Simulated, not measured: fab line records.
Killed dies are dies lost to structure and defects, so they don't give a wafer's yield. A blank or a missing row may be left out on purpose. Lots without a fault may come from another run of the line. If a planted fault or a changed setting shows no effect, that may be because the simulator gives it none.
Check of tool commonality | flow gf180mcu | 39 wafers sampled across 13 lots

== REASON FOR OPENING ==
GF_DNWELL_TW_MEAS_09, reading DNWELL_TW: flagged on 2 of 13 lots. Wafers without a fault read 1343, standard deviation 9.4.
Rule: flag the lot when none of its wafers has a number, or when each of its wafers that has one lies beyond 4 standard deviations from that mean. The rest of the lots are taken to be sound.

lot  | measured    | on            | DNWELL_TW, wafer by wafer | flag
L408 | day 2 23:38 | film metro-03 | 1340 1339 1338            |
L409 | day 3 06:45 | film metro-01 | 1352 1358 1359            |
L411 | day 3 19:25 | film metro-01 | 1351 1353 1349            |
L414 | day 4 14:50 | film metro-01 | 1356 1351 1349            |
L415 | day 4 14:56 | film metro-03 | 1321 1327 1329            |
L417 | day 5 01:40 | film metro-01 | 1499 1502 1495            | FLAGGED
L419 | day 5 11:02 | film metro-03 | 1499 1507 1493            | FLAGGED
L420 | day 5 14:29 | film metro-03 | 1326 1320 1326            |
L424 | day 6 12:25 | film metro-04 | 1342 1346 1338            |
L425 | day 6 18:21 | film metro-03 | 1335 1343 1336            |
L426 | day 7 02:02 | film metro-03 | 1341 1345 1346            |
L428 | day 7 09:45 | film metro-04 | 1348 1347 1347            |
L430 | day 7 21:31 | film metro-04 | 1340 1346 1352            |
The numbers of the flagged lots are 1499 on average: +156 against the usual, or +17 standard deviations.

== LOT BY LOT: THE TOOL USED ==
The record keeps 1 process step preceding the reading, out of 602 steps on the route. Read each cell as the tool, then ch plus the chambers that the sampled wafers visited, then the start.
lot  | flag    | GF_DNWELL_IMPLANT_07
L408 |         | implanter-03 ch 0, day 2 23:24
L409 |         | implanter-02 ch 0, day 3 06:30
L411 |         | implanter-01 ch 0, day 3 19:10
L414 |         | implanter-02 ch 0, day 4 14:36
L415 |         | implanter-01 ch 0, day 4 14:43
L417 | FLAGGED | implanter-02 ch 0, day 5 01:25
L419 | FLAGGED | implanter-02 ch 0, day 5 10:48
L420 |         | implanter-01 ch 0, day 5 14:16
L424 |         | implanter-03 ch 0, day 6 12:11
L425 |         | implanter-01 ch 0, day 6 18:06
L426 |         | implanter-03 ch 0, day 7 01:48
L428 |         | implanter-03 ch 0, day 7 09:31
L430 |         | implanter-03 ch 0, day 7 21:17
What these steps do:
- GF_DNWELL_IMPLANT_07
- GF_DNWELL_TW_MEAS_09

== FLAGGED AGAINST TOTAL, ONE TOOL AT A TIME (gauges that did the reading follow at the end) ==
step                 | tool          | lots run | flagged | share of the flagged lots | sound lots run after its first flagged lot
GF_DNWELL_IMPLANT_07 | implanter-01  | 4        | 0       | none                      | -
GF_DNWELL_IMPLANT_07 | implanter-02  | 4        | 2       | all                       | 0
GF_DNWELL_IMPLANT_07 | implanter-03  | 5        | 0       | none                      | -
GF_DNWELL_TW_MEAS_09 | film metro-01 | 4        | 1       | some                      | 0
GF_DNWELL_TW_MEAS_09 | film metro-03 | 6        | 1       | some                      | 3 (L420,L425,L426)
GF_DNWELL_TW_MEAS_09 | film metro-04 | 3        | 0       | none                      | -

== WHAT IS ALLOWED BY THE TABLE ==
Rows of the table that ran each flagged lot: 1, that is implanter-02 at GF_DNWELL_IMPLANT_07.
- implanter-02 at GF_DNWELL_IMPLANT_07: 2 of its 4 lots flagged. It ran its last sound lot, L414, at day 4 14:36 and its first flagged lot, L417, at day 5 01:25: a fault with its onset between the two fits. Its own readings (tilt deg) fall more than 4 standard deviations out on all wafers of the flagged lots.
implanter-02 at GF_DNWELL_IMPLANT_07 is the single tool remaining.

== WHAT WAS PUT IN BY THE SIMULATOR ==
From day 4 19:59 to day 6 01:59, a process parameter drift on implanter-02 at GF_DNWELL_IMPLANT_07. The setting tilt deg was moved by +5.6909, starting from 0. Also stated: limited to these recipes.
Lots struck among those shown: L417, L419. This agrees with what the rule above found.
